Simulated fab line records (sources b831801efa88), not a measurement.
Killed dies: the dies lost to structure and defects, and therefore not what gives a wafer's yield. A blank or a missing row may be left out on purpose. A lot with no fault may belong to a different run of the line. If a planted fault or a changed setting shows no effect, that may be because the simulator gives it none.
The tool behind it: which one? + flow gf180mcu + 7 lots, 21 wafers sampled, at 2 steps of a route of 602

== WHAT EACH GAUGE READ, for each wafer ==
GF_V5_CD_MEAS_14: the cd target is 260 nm.
| lot  | measured     | on        | cd_nm (nm)        |
|------|--------------|-----------|-------------------|
| L732 | day 27 13:25 | cd_sem-02 | 259.7 259.4 260.0 |
| L734 | day 27 23:43 | cd_sem-02 | 259.3 261.4 261.1 |
| L740 | day 30 07:23 | cd_sem-02 | 258.8 258.6 258.7 |
| L743 | day 30 15:48 | cd_sem-01 | 259.4 260.6 259.7 |
| L748 | day 32 11:49 | cd_sem-02 | 258.1 259.0 260.1 |
| L753 | day 33 10:31 | cd_sem-01 | 261.3 261.9 262.4 |
| L754 | day 33 15:02 | cd_sem-01 | 259.5 261.4 260.4 |

== TOOL THAT RAN EACH LOT (tool first, then ch and the chambers of the sampled wafers, then the start) ==
| lot  | GF_MIM_SPUTTER_01            |
|------|------------------------------|
| L732 | pvd_sputter-04, day 24 21:47 |
| L734 | pvd_sputter-02, day 25 09:00 |
| L740 | pvd_sputter-04, day 27 20:08 |
| L743 | pvd_sputter-03, day 28 06:10 |
| L748 | pvd_sputter-03, day 30 06:01 |
| L753 | pvd_sputter-02, day 31 07:05 |
| L754 | pvd_sputter-03, day 31 12:13 |
- GF_MIM_SPUTTER_01: material TiN, target thk 30 nm, time 25 s.

== THE ANSWER, worked out from the rows above alone ==
Rule: the lots themselves supply what counts as usual. The widest of any qualifying gaps counts: lots, ordered by their means at a reading, are off when they make up no more than a third of the lots, leave a main group of 4 or more, and stand apart from it by 3 or more times the standard deviation of that group's means. If all means in a main group match to the digits the tables above print for the reading, that group is not used. A lot without any number at a reading at which 4 lots or more have one is off too. Any other lot the step has rows for is counted as sound.
None of the lots is off at any reading shown; this tells nothing.

== WHAT THE SIMULATOR HAD INSERTED ==
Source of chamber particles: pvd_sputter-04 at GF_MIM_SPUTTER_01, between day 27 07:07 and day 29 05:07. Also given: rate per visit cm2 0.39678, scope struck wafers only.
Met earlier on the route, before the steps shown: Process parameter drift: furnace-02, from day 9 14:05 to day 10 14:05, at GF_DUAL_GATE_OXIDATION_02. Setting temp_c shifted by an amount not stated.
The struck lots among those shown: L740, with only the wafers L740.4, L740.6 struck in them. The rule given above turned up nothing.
